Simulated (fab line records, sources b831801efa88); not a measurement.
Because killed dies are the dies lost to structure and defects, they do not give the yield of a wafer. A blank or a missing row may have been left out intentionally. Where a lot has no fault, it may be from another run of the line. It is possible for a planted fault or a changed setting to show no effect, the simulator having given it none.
The tool behind it: which one? ; flow sky130 ; Sampling: 11 lots, 33 wafers, 6 of 708 route steps

WHAT THE GAUGES READ, wafer by wafer
SKY_LDD_LDN_OVL_MEAS_07. Usual: LDD_LDN_OVL 0.0 nm, standard deviation 1.6.
lot;measured;on;LDD_LDN_OVL (nm);flag
L797;day 23 17:35;overlay-01;0.0 -1.8 -0.8;
L802;day 26 20:47;overlay-02;-1.5 0.1 1.2;
L803;day 26 21:02;overlay-01;0.8 1.6 2.7;
L804;day 26 23:11;overlay-01;-2.9 -2.6 -2.5;
L810;day 28 15:40;overlay-01;4.3 3.2 3.9;
L809;day 28 21:20;overlay-01;0.9 1.6 1.6;
L812;day 29 06:29;overlay-02;- - -;OFF
L813;day 29 12:59;overlay-02;-0.3 -0.5 0.6;
L814;day 29 15:08;overlay-01;-1.3 -1.2 -1.9;
L817;day 30 19:05;overlay-02;0.4 0.1 0.3;
L818;day 30 21:59;overlay-01;-0.7 -2.0 -1.6;

SKY_LDD_LDN_TW_MEAS_13. Usual: LDD_LDN_TW 1491, standard deviation 12.
lot;measured;on;LDD_LDN_TW;flag
L797;day 23 18:19;film-metro-02;1478 1480 1481;
L802;day 26 21:32;film-metro-01;1492 1494 1488;
L803;day 26 21:46;film-metro-02;1463 1466 1465;
L804;day 27 02:20;film-metro-04;1501 1498 1502;
L810;day 28 16:25;film-metro-04;1494 1498 1494;
L809;day 28 22:05;film-metro-01;1488 1494 1487;
L812;day 29 07:13;film-metro-01;30 31 30 30 30 30;OFF
L813;day 29 13:43;film-metro-04;1492 1497 1490;
L814;day 29 15:52;film-metro-01;1499 1497 1496;
L817;day 30 19:49;film-metro-04;1498 1500 1510;
L818;day 30 22:44;film-metro-01;1491 1502 1496;

SKY_POLY_CUT_CD_MEAS_08 targets a cd of 270 nm. Usual: 269.8 nm for cd-nm, sd 1.5.
lot;measured;on;cd-nm (nm);flag
L797;day 25 03:21;cd-sem-02;269.9 269.8 269.7;
L802;day 28 05:19;cd-sem-01;269.5 270.5 270.2;
L803;day 28 05:36;cd-sem-01;268.4 270.2 269.3;
L804;day 28 09:35;cd-sem-02;269.4 269.4 269.7;
L810;day 29 22:38;cd-sem-01;273.2 273.5 270.7;
L809;day 30 03:52;cd-sem-01;269.2 268.0 269.2;
L813;day 30 19:11;cd-sem-02;270.0 268.4 269.8;
L814;day 30 21:14;cd-sem-01;268.2 268.4 268.2;
L817;day 32 03:23;cd-sem-01;269.8 268.9 269.0;
L818;day 32 04:20;cd-sem-02;271.8 271.3 270.3;

SKY_SD_P_TW_MEAS_11. Usual: SD_P_TW 2831, standard deviation 22.
lot;measured;on;SD_P_TW;flag
L797;day 26 09:14;film-metro-04;2833 2849 2856;
L802;day 29 10:00;film-metro-04;2859 2845 2857;
L803;day 29 11:36;film-metro-02;2832 2809 2820;
L804;day 29 14:00;film-metro-04;2855 2849 2851;
L810;day 31 03:23;film-metro-03;2833 2849 2839;
L809;day 31 07:48;film-metro-03;2821 2838 2837;
L813;day 31 23:48;film-metro-02;2832 2823 2810;
L814;day 32 01:41;film-metro-02;2805 2784 2817;
L817;day 33 06:35;film-metro-04;2855 2860 2843;
L818;day 33 07:16;film-metro-02;2806 2805 2789;

WHAT TOOL EACH LOT RAN ON (gives the tool, then ch and the chambers of the sampled wafers, and finally the start)
lot;SKY_LDD_LDN_EXPOSE_04;SKY_POLY_CUT_ETCH_11
L797;iline-stepper-02 ch 0, day 23 02:52;rie-diel-01 ch 0,2, day 25 03:32
L802;iline-stepper-01 ch 0, day 26 07:01;rie-diel-01 ch 2,3, day 28 05:28
L803;iline-stepper-02 ch 0, day 26 07:19;rie-diel-04 ch 0,2,3, day 28 05:47
L804;iline-stepper-01 ch 0, day 26 09:55;rie-diel-04 ch 0,1,3, day 28 09:46
L810;iline-stepper-01 ch 0, day 28 01:41;rie-diel-02 ch 0,1,3, day 29 22:50
L809;iline-stepper-02 ch 0, day 28 06:41;rie-diel-02 ch 0,1,3, day 30 04:01
L812;iline-stepper-01 ch 0, day 28 16:21;-
L813;iline-stepper-01 ch 0, day 29 00:05;rie-diel-01 ch 0,2, day 30 19:22
L814;iline-stepper-02 ch 0, day 29 01:37;rie-diel-02 ch 1,2,3, day 30 21:26
L817;iline-stepper-01 ch 0, day 30 05:45;rie-diel-01 ch 0,2,3, day 32 03:35
L818;iline-stepper-01 ch 0, day 30 08:32;rie-diel-02 ch 1,2,3, day 32 04:29
- SKY_LDD_LDN_EXPOSE_04: exposes mask LDNTM, target cd 700 nm.
- SKY_POLY_CUT_ETCH_11: etches Si3N4 in CF4/CH2F2/Ar, stops on poly-Si, time 42.5 s, target depth 60 nm.

AS READ BY THE TOOLS THEMSELVES (means over the sampled wafers that have a number; for cases with no such wafer, the mark the record gives instead)
SKY_POLY_CUT_ETCH_11. Usual: ch2f2-flow-sccm 20.00 sccm, standard deviation 0.056; drypump-motor-current-A 5.7 A, standard deviation 0.59; oes-product-au 0.832 a.u., standard deviation 0.0059; rf-fwd-power-W 593.7 W, standard deviation 2.7; throttle-valve-pct 14.994 %, standard deviation 0.0097.
lot;tool;ch2f2-flow-sccm (sccm);drypump-motor-current-A (A);oes-product-au (a.u.);rf-fwd-power-W (W);throttle-valve-pct (%);flag
L797;rie-diel-01;19.97;5.2;0.830;591.4;14.996;
L802;rie-diel-01;20.00;5.9;0.838;595.0;14.992;
L803;rie-diel-04;20.00;5.1;0.833;595.4;14.996;
L804;rie-diel-04;20.03;5.5;0.839;591.5;15.002;
L810;rie-diel-02;19.94;6.2;0.833;595.9;14.999;
L809;rie-diel-02;19.96;6.2;0.833;593.3;14.990;
L813;rie-diel-01;20.08;5.2;0.834;591.8;14.995;
L814;rie-diel-02;20.04;5.9;0.831;594.1;14.994;
L817;rie-diel-01;19.99;5.5;0.829;594.7;14.992;
L818;rie-diel-02;20.02;6.0;0.835;594.0;15.002;

THE ANSWER, worked out from the rows above alone
Rule: a lot counts as off when the mean over its wafers that have a number is more than 3 standard deviations away from the usual mean. A lot without any number at a reading at which 4 lots or more have one is off too. Where the step has rows for the other lots, those lots are counted as sound. Order of review: gauges by route order, followed by the tools' own readings, for which a lot's mean as printed above is used. The first step at which some lot is off is used, and at that step the reading that is off furthest; a lot without a number counts as furthest.
Off: L812, seen at SKY_LDD_LDN_OVL_MEAS_07 (LDD_LDN_OVL). Without a number there: L812.
If a tool, at a process step before that reading, ran all the lots that are off and no sound lot after the first of them, it fits. The gauges at SKY_LDD_LDN_OVL_MEAS_07 aren't tried: what is off there is off at SKY_LDD_LDN_TW_MEAS_13 too, on other tools, and a gauge's error can't cause that. None of those tried fits.

WHAT THE SIMULATOR HAD PUT IN
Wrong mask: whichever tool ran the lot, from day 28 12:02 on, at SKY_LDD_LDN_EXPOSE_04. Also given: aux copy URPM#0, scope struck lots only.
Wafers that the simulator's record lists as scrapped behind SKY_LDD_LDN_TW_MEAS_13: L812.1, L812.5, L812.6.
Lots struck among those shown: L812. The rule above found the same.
